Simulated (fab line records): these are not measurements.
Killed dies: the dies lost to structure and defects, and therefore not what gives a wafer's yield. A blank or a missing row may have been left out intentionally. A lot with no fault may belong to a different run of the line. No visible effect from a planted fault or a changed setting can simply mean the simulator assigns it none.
fab line records + flow gf180mcu
record
- lots=5
- wafers=15
- lastDay=33
route steps=602 shown V1@352 M2@362
lots that met no fault: from a run of the same line without faults
startH: hours from the record's first day to the start of the lot's first wafer shown + waitH: hours from the lot's prior step to this one + " repeats the value in the row above + L1.1+2: one row covering several wafers at once + - no value, or no start was given + * or withheld: withheld + < > ~ a bound
route shown NAME@n: NAME is a module with steps in the file, n the number in the route of the first one + usual: mean/standard deviation taken from wafers without a fault + same: alike in all rows + chamber/n: place in a boat + sites: per-site readings + _std_site: standard deviation of those values + _edge_site: inner sites' mean taken away from outer sites' mean + radiusMm: how far each site lies from the wafer's centre + mask NAME#n: copy n + behind: the tool/chamber that last shaped the wafer + hold: what put the lot on hold/how long, in hours/how the hold closed + device: the transistor (n, p or np) that didn't switch + end of line: the route-end tests of the same wafers + step lacking rows: just its recipe + killed: count of dies lost to structure and defects at first sort (not the wafer's yield) + map: the dies of a wafer, with x for killed, . for not killed, _ for no die there
set.NAME: the setting the step ran with; set.NAME@STEP: the setting that earlier step ran with + model.NAME: the simulator's own value behind a step, which no gauge read
lots seen at some steps along the route; tables by step, rows by wafer
services: from which hour (startH, from the record's first day; less than 0 if before it) a tool's chamber was out of use, for how many hours, and why
## steps
# step GF_V1_ETCH_17
# recipe
- chemistry=C4F8/O2/Ar
- maskMaterial=KrF
- target=SiO2
- stopOn=TiN
- sourceW=1500
- biasW=1200
- pressureMtorr=40
- c4f8FlowSccm=withheld
- O2_flow_sccm=6
- Ar_flow_sccm=300
- timeS=withheld
- targetDepthA=6300
# usual
- oesProductAu=0.856/0.0046
- rfFwdPowerW=1492/5.3
| lot.wafer | tool       | chamber | startH | waitH | oesProductAu | rfFwdPowerW |
|-----------|------------|---------|--------|-------|--------------|-------------|
| L074.3    | rieDiel-03 | 1       | -      | -     | 0.856        | 1493        |
| L074.4    | "          | 3       | "      | "     | 0.849        | 1490        |
| L074.6    | "          | 3       | "      | "     | 0.855        | 1490        |
| L075.2    | rieDiel-03 | 1       | -      | -     | 0.855        | 1487        |
| L075.3    | "          | 0       | "      | "     | 0.861        | 1503        |
| L075.5    | "          | 0       | "      | "     | 0.858        | 1493        |
| L076.2    | rieDiel-02 | 1       | -      | -     | 0.858        | 1492        |
| L076.4    | "          | 0       | "      | "     | 0.862        | 1480        |
| L076.6    | "          | 3       | "      | "     | 0.855        | 1481        |
| L093.1    | rieDiel-03 | 1       | -      | -     | 0.858        | 1493        |
| L093.2    | "          | 2       | "      | "     | 0.854        | 1495        |
| L093.4    | "          | 3       | "      | "     | 0.858        | 1490        |
| L094.1    | rieDiel-02 | 1       | -      | -     | 0.858        | 1490        |
| L094.2    | "          | 2       | "      | "     | 0.848        | 1494        |
| L094.3    | "          | 3       | "      | "     | 0.859        | 1484        |
# step GF_V1_STRIP_18
# recipe
- chemistry=O2/N2
- powerW=1400
- pressureMtorr=1500
- platenTempC=250
- o2FlowSccm=3000
- n2FlowSccm=300
- overashFraction=0.5
# usual
- drypumpMotorCurrentA=5.9/0.33
- heaterPowerW=326/13
- oesProductAu=0.593/0.0048
| lot.wafer | tool           | chamber | startH | waitH | drypumpMotorCurrentA | heaterPowerW | oesProductAu | rfHoursCounterH |
|-----------|----------------|---------|--------|-------|----------------------|--------------|--------------|-----------------|
| L074.3    | plasmaAsher-02 | 0       | 412.41 | -     | 5.8                  | 324          | 0.593        | -               |
| L074.4    | "              | 1       | "      | "     | 6.3                  | 321          | 0.596        | -               |
| L074.6    | "              | 1       | "      | "     | 6.3                  | 329          | 0.595        | -               |
| L075.2    | plasmaAsher-01 | 0       | 418.29 | -     | 5.6                  | 304          | 0.587        | 33              |
| L075.3    | "              | 0       | "      | "     | 5.6                  | 302          | 0.595        | -               |
| L075.5    | "              | 1       | "      | "     | 6.0                  | 339          | 0.594        | -               |
| L076.2    | plasmaAsher-01 | 0       | 426.49 | -     | 5.6                  | 303          | 0.588        | 34              |
| L076.4    | "              | 1       | "      | "     | 6.0                  | 325          | 0.586        | -               |
| L076.6    | "              | 0       | "      | "     | 5.6                  | 304          | 0.592        | -               |
| L093.1    | plasmaAsher-02 | 0       | 576.16 | -     | 5.8                  | 329          | 0.598        | 76              |
| L093.2    | "              | 1       | "      | "     | 6.3                  | 336          | 0.594        | 76              |
| L093.4    | "              | 0       | "      | "     | 5.8                  | 317          | 0.589        | -               |
| L094.1    | plasmaAsher-02 | 0       | 585.36 | -     | 5.8                  | 326          | 0.596        | 77              |
| L094.2    | "              | 1       | "      | "     | 6.3                  | 331          | 0.583        | 77              |
| L094.3    | "              | 0       | "      | "     | 5.8                  | 330          | 0.589        | -               |
# step GF_V1_STRIP_19
# recipe
- chemistry=postEtchResidueRemover
- timeS=1200
- tempC=72.5
# usual
- bathGuardTempC=72.4/0.65
| lot.wafer | tool        | chamber | startH | waitH | bathGuardTempC |
|-----------|-------------|---------|--------|-------|----------------|
| L074.3    | wetBench-03 | 0       | 412.48 | 0.0   | 73.1           |
| L074.4    | "           | 0       | "      | "     | 73.2           |
| L074.6    | "           | 0       | "      | "     | 73.3           |
| L075.2    | wetBench-01 | 3       | 418.39 | 0.1   | 72.0           |
| L075.3    | "           | 3       | "      | "     | 72.6           |
| L075.5    | "           | 3       | "      | "     | 72.4           |
| L076.2    | wetBench-01 | 3       | 426.59 | 0.1   | 72.3           |
| L076.4    | "           | 3       | "      | "     | 72.6           |
| L076.6    | "           | 3       | "      | "     | 72.1           |
| L093.1    | wetBench-01 | 0       | 576.26 | 0.1   | 72.8           |
| L093.2    | "           | 0       | "      | "     | 72.7           |
| L093.4    | "           | 0       | "      | "     | 73.0           |
| L094.1    | wetBench-03 | 3       | 585.46 | 0.1   | 71.3           |
| L094.2    | "           | 3       | "      | "     | 71.6           |
| L094.3    | "           | 3       | "      | "     | 71.7           |
# step GF_V1_CLEAN_20
# recipe
- chemistry=DIW
- dry=n2Spin
| lot.wafer  | tool        | chamber | startH | waitH |
|------------|-------------|---------|--------|-------|
| L074.3+4+6 | wetBench-04 | 1       | 412.82 | 0.0   |
| L075.2+3+5 | wetBench-03 | 2       | 418.73 | 0.0   |
| L076.2+4+6 | wetBench-03 | 0       | 426.93 | 0.0   |
| L093.1+2+4 | wetBench-04 | 3       | 576.60 | 0.0   |
| L094.1+2+3 | wetBench-01 | 1       | 585.80 | 0.0   |
# step GF_V1_SPUTTER_21
# recipe
- material=Ti
- targetThkNm=15
- chamberPressurePa=5
- powerW=2500
- substrateTempC=200
- timeS=80.02
# usual
- throttleValvePct=30.1/1.5
| lot.wafer | tool          | chamber | startH | waitH | throttleValvePct |
|-----------|---------------|---------|--------|-------|------------------|
| L074.3    | pvdSputter-03 | -       | 412.91 | 0.0   | 30.1             |
| L074.4    | "             | -       | "      | "     | 32.8             |
| L074.6    | "             | -       | "      | "     | 31.7             |
| L075.2    | pvdSputter-03 | -       | 418.83 | 0.0   | 27.6             |
| L075.3    | "             | -       | "      | "     | 31.6             |
| L075.5    | "             | -       | "      | "     | 33.0             |
| L076.2    | pvdSputter-03 | -       | 427.03 | 0.0   | 31.8             |
| L076.4    | "             | -       | "      | "     | 27.6             |
| L076.6    | "             | -       | "      | "     | 29.9             |
| L093.1    | pvdSputter-04 | -       | 576.69 | 0.0   | 31.8             |
| L093.2    | "             | -       | "      | "     | 30.9             |
| L093.4    | "             | -       | "      | "     | 28.1             |
| L094.1    | pvdSputter-01 | -       | 585.89 | 0.0   | 29.4             |
| L094.2    | "             | -       | "      | "     | 29.0             |
| L094.3    | "             | -       | "      | "     | 28.4             |
# step GF_V1_SPUTTER_22
# recipe
- material=TiN
- targetThkNm=10
- chamberPressurePa=5
- powerW=4000
- timeS=40
# usual
- throttleValvePct=30.1/1.5
| lot.wafer | tool          | chamber | startH | waitH | throttleValvePct |
|-----------|---------------|---------|--------|-------|------------------|
| L074.3    | pvdSputter-03 | -       | 412.97 | 0.0   | 30.0             |
| L074.4    | "             | -       | "      | "     | 32.7             |
| L074.6    | "             | -       | "      | "     | 31.9             |
| L075.2    | pvdSputter-03 | -       | 418.89 | 0.0   | 27.8             |
| L075.3    | "             | -       | "      | "     | 31.7             |
| L075.5    | "             | -       | "      | "     | 32.9             |
| L076.2    | pvdSputter-03 | -       | 427.09 | 0.0   | 31.7             |
| L076.4    | "             | -       | "      | "     | 27.7             |
| L076.6    | "             | -       | "      | "     | 30.1             |
| L093.1    | pvdSputter-04 | -       | 576.76 | 0.0   | 31.6             |
| L093.2    | "             | -       | "      | "     | 31.0             |
| L093.4    | "             | -       | "      | "     | 27.7             |
| L094.1    | pvdSputter-01 | -       | 585.96 | 0.0   | 29.4             |
| L094.2    | "             | -       | "      | "     | 29.3             |
| L094.3    | "             | -       | "      | "     | 28.4             |
# step GF_V1_CVD_23
# recipe
- material=W
- targetThkNm=350
- timeS=105.05
- tempC=400
- pressureTorr=40
# usual
- heaterPowerW=888/53
| lot.wafer | tool    | chamber | startH | waitH | heaterPowerW |
|-----------|---------|---------|--------|-------|--------------|
| L074.3    | cvdW-01 | 1       | 413.05 | 0.1   | 845          |
| L074.4    | "       | 0       | "      | "     | 970          |
| L074.6    | "       | 1       | "      | "     | 890          |
| L075.2    | cvdW-01 | 0       | 418.93 | 0.0   | 983          |
| L075.3    | "       | 1       | "      | "     | 851          |
| L075.5    | "       | 1       | "      | "     | 859          |
| L076.2    | cvdW-02 | 0       | 427.13 | 0.0   | 862          |
| L076.4    | "       | 1       | "      | "     | 859          |
| L076.6    | "       | 0       | "      | "     | 880          |
| L093.1    | cvdW-02 | 0       | 576.79 | 0.0   | 871          |
| L093.2    | "       | 1       | "      | "     | 844          |
| L093.4    | "       | 1       | "      | "     | 838          |
| L094.1    | cvdW-01 | 1       | 585.99 | 0.0   | 868          |
| L094.2    | "       | 0       | "      | "     | 1006         |
| L094.3    | "       | 0       | "      | "     | 996          |
# step GF_V1_RS_MEAS_24
# recipe
- thkMeasGauge=four-point-probe
- reads=W_of_V1_CVD_23+TiN_of_V1_SPUTTER_22+Ti_of_V1_SPUTTER_21
# usual
- V1_W_RS=0.327/0.0037
| lot.wafer | tool         | chamber | startH | waitH | V1_W_RS[ohm/sq] |
|-----------|--------------|---------|--------|-------|-----------------|
| L074.3    | filmMetro-03 | -       | 413.16 | 0.1   | 0.323           |
| L074.4    | "            | -       | "      | "     | 0.322           |
| L074.6    | "            | -       | "      | "     | 0.326           |
| L075.2    | filmMetro-02 | -       | 419.06 | 0.1   | 0.321           |
| L075.3    | "            | -       | "      | "     | 0.323           |
| L075.5    | "            | -       | "      | "     | 0.321           |
| L076.2    | filmMetro-01 | -       | 427.26 | 0.1   | 0.333           |
| L076.4    | "            | -       | "      | "     | 0.328           |
| L076.6    | "            | -       | "      | "     | 0.331           |
| L093.1    | filmMetro-01 | -       | 576.91 | 0.1   | 0.327           |
| L093.2    | "            | -       | "      | "     | 0.324           |
| L093.4    | "            | -       | "      | "     | 0.325           |
| L094.1    | filmMetro-01 | -       | 586.11 | 0.1   | 0.331           |
| L094.2    | "            | -       | "      | "     | 0.323           |
| L094.3    | "            | -       | "      | "     | 0.328           |
# step GF_V1_THK_MEAS_25
# recipe
- thkMeasGauge=xrf
- reads=W_of_V1_CVD_23
# usual
- V1_W_THK=351/5.2
| lot.wafer | tool         | chamber | startH | waitH | V1_W_THK[nm] |
|-----------|--------------|---------|--------|-------|--------------|
| L074.3    | filmMetro-03 | -       | 413.26 | 0.1   | 355          |
| L074.4    | "            | -       | "      | "     | 358          |
| L074.6    | "            | -       | "      | "     | 354          |
| L075.2    | filmMetro-02 | -       | 419.17 | 0.1   | 364          |
| L075.3    | "            | -       | "      | "     | 362          |
| L075.5    | "            | -       | "      | "     | 362          |
| L076.2    | filmMetro-01 | -       | 427.37 | 0.1   | 338          |
| L076.4    | "            | -       | "      | "     | 343          |
| L076.6    | "            | -       | "      | "     | 340          |
| L093.1    | filmMetro-01 | -       | 577.03 | 0.1   | 348          |
| L093.2    | "            | -       | "      | "     | 352          |
| L093.4    | "            | -       | "      | "     | 351          |
| L094.1    | filmMetro-01 | -       | 586.23 | 0.1   | 345          |
| L094.2    | "            | -       | "      | "     | 352          |
| L094.3    | "            | -       | "      | "     | 351          |
# step GF_V1_CMP_26
# recipe
- stopOn=SiO2
- downForcePsi=3.5
- platenRpm=60
- tOverpolishS=15
- targetThkNm=0
- padVelocityMS=0.94248
# usual
- headPressurePsi=3.500/0.0074
- motorCurrentA=11.6/1.1
- overpolishRunS=15.000/0.0096
- slurryFlowMlMin=150.0/0.49
- timeToEndpointS=84/3.6
| lot.wafer | tool   | chamber | startH | waitH | headPressurePsi | motorCurrentA | overpolishRunS | slurryFlowMlMin | timeToEndpointS |
|-----------|--------|---------|--------|-------|-----------------|---------------|----------------|-----------------|-----------------|
| L074.4    | cmp-02 | 3       | 413.30 | 0.0   | 3.505           | 10.9          | 15.003         | 150.5           | 88              |
| L074.3    | "      | 0       | "      | "     | 3.505           | 11.3          | 14.999         | 149.8           | 82              |
| L074.6    | "      | 3       | "      | "     | 3.507           | 11.0          | 14.992         | 150.8           | 88              |
| L075.3    | cmp-01 | 0       | 419.22 | 0.0   | 3.512           | 10.8          | 15.001         | 150.2           | 81              |
| L075.2    | "      | 2       | "      | "     | 3.500           | 12.4          | 14.999         | 150.3           | 82              |
| L075.5    | "      | 1       | "      | "     | 3.507           | 11.6          | 15.034         | 149.8           | 87              |
| L076.4    | cmp-01 | 2       | 427.52 | 0.1   | 3.507           | 12.9          | 15.005         | 149.4           | 79              |
| L076.2    | "      | 3       | "      | "     | 3.506           | 12.8          | 15.006         | 149.9           | 81              |
| L076.6    | "      | 1       | "      | "     | 3.497           | 11.9          | 14.999         | 150.0           | 83              |
| L093.4    | cmp-01 | 2       | 577.45 | 0.4   | 3.507           | 13.4          | 15.002         | 150.9           | 79              |
| L093.1    | "      | 3       | "      | "     | 3.502           | 13.6          | 15.009         | 150.8           | 87              |
| L093.2    | "      | 0       | "      | "     | 3.497           | 11.4          | 15.007         | 149.8           | 85              |
| L094.3    | cmp-01 | 0       | 586.29 | 0.0   | 3.500           | 11.2          | 15.003         | 150.0           | 83              |
| L094.1    | "      | 1       | "      | "     | 3.506           | 12.0          | 15.013         | 149.3           | 84              |
| L094.2    | "      | 2       | "      | "     | 3.502           | 12.8          | 14.996         | 149.0           | 76              |
# step GF_M2_SPUTTER_00
# recipe
- material=Ti
- targetThkNm=37.5
- arrivingIonEnergyEv=80
- substrateTempC=200
- chamberPressurePa=2
- powerW=4000
- timeS=150
# usual
- throttleValvePct=30.1/1.2
| lot.wafer | tool          | chamber | startH | waitH | throttleValvePct |
|-----------|---------------|---------|--------|-------|------------------|
| L074.3    | pvdSputter-04 | -       | 413.60 | 0.2   | 31.1             |
| L074.4    | "             | -       | "      | "     | 28.1             |
| L074.6    | "             | -       | "      | "     | 31.7             |
| L075.2    | pvdSputter-02 | -       | 419.52 | 0.1   | 31.6             |
| L075.3    | "             | -       | "      | "     | 30.0             |
| L075.5    | "             | -       | "      | "     | 29.2             |
| L076.2    | pvdSputter-04 | -       | 427.72 | 0.1   | 28.0             |
| L076.4    | "             | -       | "      | "     | 31.1             |
| L076.6    | "             | -       | "      | "     | 31.2             |
| L093.1    | pvdSputter-04 | -       | 577.75 | 0.2   | 28.0             |
| L093.2    | "             | -       | "      | "     | 31.6             |
| L093.4    | "             | -       | "      | "     | 30.9             |
| L094.1    | pvdSputter-04 | -       | 586.59 | 0.2   | 31.3             |
| L094.2    | "             | -       | "      | "     | 30.9             |
| L094.3    | "             | -       | "      | "     | 27.7             |
# step GF_M2_SPUTTER_01
# recipe
- material=TiN
- targetThkNm=30
- powerW=6500
- timeS=25
- chamberPressurePa=0.4
# usual
- throttleValvePct=30.1/1.2
| lot.wafer | tool          | chamber | startH | waitH | throttleValvePct |
|-----------|---------------|---------|--------|-------|------------------|
| L074.3    | pvdSputter-04 | -       | 413.70 | 0.1   | 30.8             |
| L074.4    | "             | -       | "      | "     | 27.9             |
| L074.6    | "             | -       | "      | "     | 31.6             |
| L075.2    | pvdSputter-02 | -       | 419.62 | 0.1   | 31.6             |
| L075.3    | "             | -       | "      | "     | 30.1             |
| L075.5    | "             | -       | "      | "     | 29.0             |
| L076.2    | pvdSputter-04 | -       | 427.82 | 0.1   | 27.9             |
| L076.4    | "             | -       | "      | "     | 30.9             |
| L076.6    | "             | -       | "      | "     | 30.9             |
| L093.1    | pvdSputter-04 | -       | 577.85 | 0.1   | 27.9             |
| L093.2    | "             | -       | "      | "     | 31.7             |
| L093.4    | "             | -       | "      | "     | 30.8             |
| L094.1    | pvdSputter-04 | -       | 586.69 | 0.1   | 31.0             |
| L094.2    | "             | -       | "      | "     | 31.0             |
| L094.3    | "             | -       | "      | "     | 28.0             |
# step GF_M2_SPUTTER_02
# recipe
- material=AlCu
- targetThkNm=450
- powerW=10600
- timeS=23.9
- chamberPressurePa=0.4
# usual
- throttleValvePct=30.1/1.2
| lot.wafer | tool          | chamber | startH | waitH | throttleValvePct |
|-----------|---------------|---------|--------|-------|------------------|
| L074.3    | pvdSputter-04 | -       | 413.74 | 0.0   | 31.0             |
| L074.4    | "             | -       | "      | "     | 28.0             |
| L074.6    | "             | -       | "      | "     | 31.5             |
| L075.2    | pvdSputter-02 | -       | 419.65 | 0.0   | 31.3             |
| L075.3    | "             | -       | "      | "     | 29.9             |
| L075.5    | "             | -       | "      | "     | 29.0             |
| L076.2    | pvdSputter-04 | -       | 427.85 | 0.0   | 28.2             |
| L076.4    | "             | -       | "      | "     | 31.2             |
| L076.6    | "             | -       | "      | "     | 31.1             |
| L093.1    | pvdSputter-04 | -       | 577.88 | 0.0   | 27.9             |
| L093.2    | "             | -       | "      | "     | 31.8             |
| L093.4    | "             | -       | "      | "     | 30.8             |
| L094.1    | pvdSputter-04 | -       | 586.72 | 0.0   | 31.2             |
| L094.2    | "             | -       | "      | "     | 30.7             |
| L094.3    | "             | -       | "      | "     | 28.1             |
# step GF_M2_SPUTTER_03
# recipe
- material=Ti
- targetThkNm=10
- substrateTempC=300
- chamberPressurePa=0.3
- powerW=3000
- timeS=6.7
# usual
- throttleValvePct=30.1/1.2
| lot.wafer | tool          | chamber | startH | waitH | throttleValvePct |
|-----------|---------------|---------|--------|-------|------------------|
| L074.3    | pvdSputter-04 | -       | 413.77 | 0.0   | 30.6             |
| L074.4    | "             | -       | "      | "     | 28.1             |
| L074.6    | "             | -       | "      | "     | 31.5             |
| L075.2    | pvdSputter-02 | -       | 419.68 | 0.0   | 31.4             |
| L075.3    | "             | -       | "      | "     | 30.2             |
| L075.5    | "             | -       | "      | "     | 28.9             |
| L076.2    | pvdSputter-04 | -       | 427.88 | 0.0   | 28.0             |
| L076.4    | "             | -       | "      | "     | 31.1             |
| L076.6    | "             | -       | "      | "     | 31.2             |
| L093.1    | pvdSputter-04 | -       | 577.91 | 0.0   | 27.9             |
| L093.2    | "             | -       | "      | "     | 31.7             |
| L093.4    | "             | -       | "      | "     | 30.8             |
| L094.1    | pvdSputter-04 | -       | 586.75 | 0.0   | 30.9             |
| L094.2    | "             | -       | "      | "     | 30.8             |
| L094.3    | "             | -       | "      | "     | 28.2             |
# step GF_M2_SPUTTER_04
# recipe
- material=TiN
- targetThkNm=50
- powerW=6500
- timeS=41.7
- chamberPressurePa=0.4
# usual
- throttleValvePct=30.1/1.2
| lot.wafer | tool          | chamber | startH | waitH | throttleValvePct |
|-----------|---------------|---------|--------|-------|------------------|
| L074.3    | pvdSputter-04 | -       | 413.79 | 0.0   | 30.9             |
| L074.4    | "             | -       | "      | "     | 28.1             |
| L074.6    | "             | -       | "      | "     | 31.4             |
| L075.2    | pvdSputter-02 | -       | 419.70 | 0.0   | 31.7             |
| L075.3    | "             | -       | "      | "     | 30.1             |
| L075.5    | "             | -       | "      | "     | 29.1             |
| L076.2    | pvdSputter-04 | -       | 427.90 | 0.0   | 28.1             |
| L076.4    | "             | -       | "      | "     | 31.1             |
| L076.6    | "             | -       | "      | "     | 31.2             |
| L093.1    | pvdSputter-04 | -       | 577.93 | 0.0   | 28.1             |
| L093.2    | "             | -       | "      | "     | 31.5             |
| L093.4    | "             | -       | "      | "     | 31.0             |
| L094.1    | pvdSputter-04 | -       | 586.77 | 0.0   | 31.2             |
| L094.2    | "             | -       | "      | "     | 30.9             |
| L094.3    | "             | -       | "      | "     | 28.1             |
# step GF_M2_RS_MEAS_05
# recipe
- thkMeasGauge=four-point-probe
- reads=TiN_of_M2_SPUTTER_04+Ti_of_M2_SPUTTER_03+AlCu_of_M2_SPUTTER_02+TiN_of_M2_SPUTTER_01+Ti_of_M2_SPUTTER_00
# usual
- M2_ALCU_RS=0.0696/0.00073
| lot.wafer | tool         | chamber | startH | waitH | M2_ALCU_RS[ohm/sq] |
|-----------|--------------|---------|--------|-------|--------------------|
| L074.3    | filmMetro-02 | -       | 413.87 | 0.1   | 0.0693             |
| L074.4    | "            | -       | "      | "     | 0.0692             |
| L074.6    | "            | -       | "      | "     | 0.0691             |
| L075.2    | filmMetro-03 | -       | 419.76 | 0.0   | 0.0691             |
| L075.3    | "            | -       | "      | "     | 0.0685             |
| L075.5    | "            | -       | "      | "     | 0.0694             |
| L076.2    | filmMetro-02 | -       | 427.96 | 0.0   | 0.0694             |
| L076.4    | "            | -       | "      | "     | 0.0705             |
| L076.6    | "            | -       | "      | "     | 0.0708             |
| L093.1    | filmMetro-02 | -       | 577.97 | 0.0   | 0.0695             |
| L093.2    | "            | -       | "      | "     | 0.0701             |
| L093.4    | "            | -       | "      | "     | 0.0707             |
| L094.1    | filmMetro-04 | -       | 586.81 | 0.0   | 0.0710             |
| L094.2    | "            | -       | "      | "     | 0.0704             |
| L094.3    | "            | -       | "      | "     | 0.0698             |
## services
| tool           | chamber | startH | hours | kind   |
|----------------|---------|--------|-------|--------|
| rieDiel-02     | -       | 389.06 | 0.3   | repair |
| cvdW-02        | -       | 390.00 | 14.0  | pm     |
| plasmaAsher-02 | -       | 391.55 | 0.5   | repair |
| plasmaAsher-02 | -       | 392.38 | 0.6   | repair |
| cvdW-02        | 0       | 393.82 | 4.5   | repair |
| rieDiel-02     | -       | 395.50 | 0.2   | repair |
| wetBench-03    | -       | 397.87 | 1.7   | repair |
| plasmaAsher-02 | -       | 399.51 | 0.5   | repair |
| pvdSputter-02  | -       | 403.38 | 3.4   | repair |
| cmp-01         | -       | 404.00 | 4.0   | pm     |
| rieDiel-02     | -       | 404.27 | 14.6  | pm     |
| cvdW-01        | 0       | 419.97 | 9.5   | repair |
| plasmaAsher-01 | -       | 433.12 | 1.1   | repair |
| rieDiel-03     | 0       | 449.28 | 2.3   | repair |
| pvdSputter-01  | -       | 450.34 | 9.0   | repair |
| pvdSputter-03  | -       | 453.06 | 13.1  | repair |
| rieDiel-03     | 0       | 455.39 | 2.1   | repair |
| pvdSputter-01  | -       | 456.40 | 1.1   | repair |
| cvdW-02        | -       | 481.81 | 6.9   | pm     |
| rieDiel-03     | 3       | 491.15 | 4.0   | repair |
| rieDiel-02     | 1       | 491.89 | 2.9   | repair |
| pvdSputter-03  | -       | 520.81 | 3.6   | repair |
| cmp-01         | -       | 561.55 | 9.4   | pm     |
| cmp-01         | -       | 570.90 | 4.7   | pm     |
## key
fault none
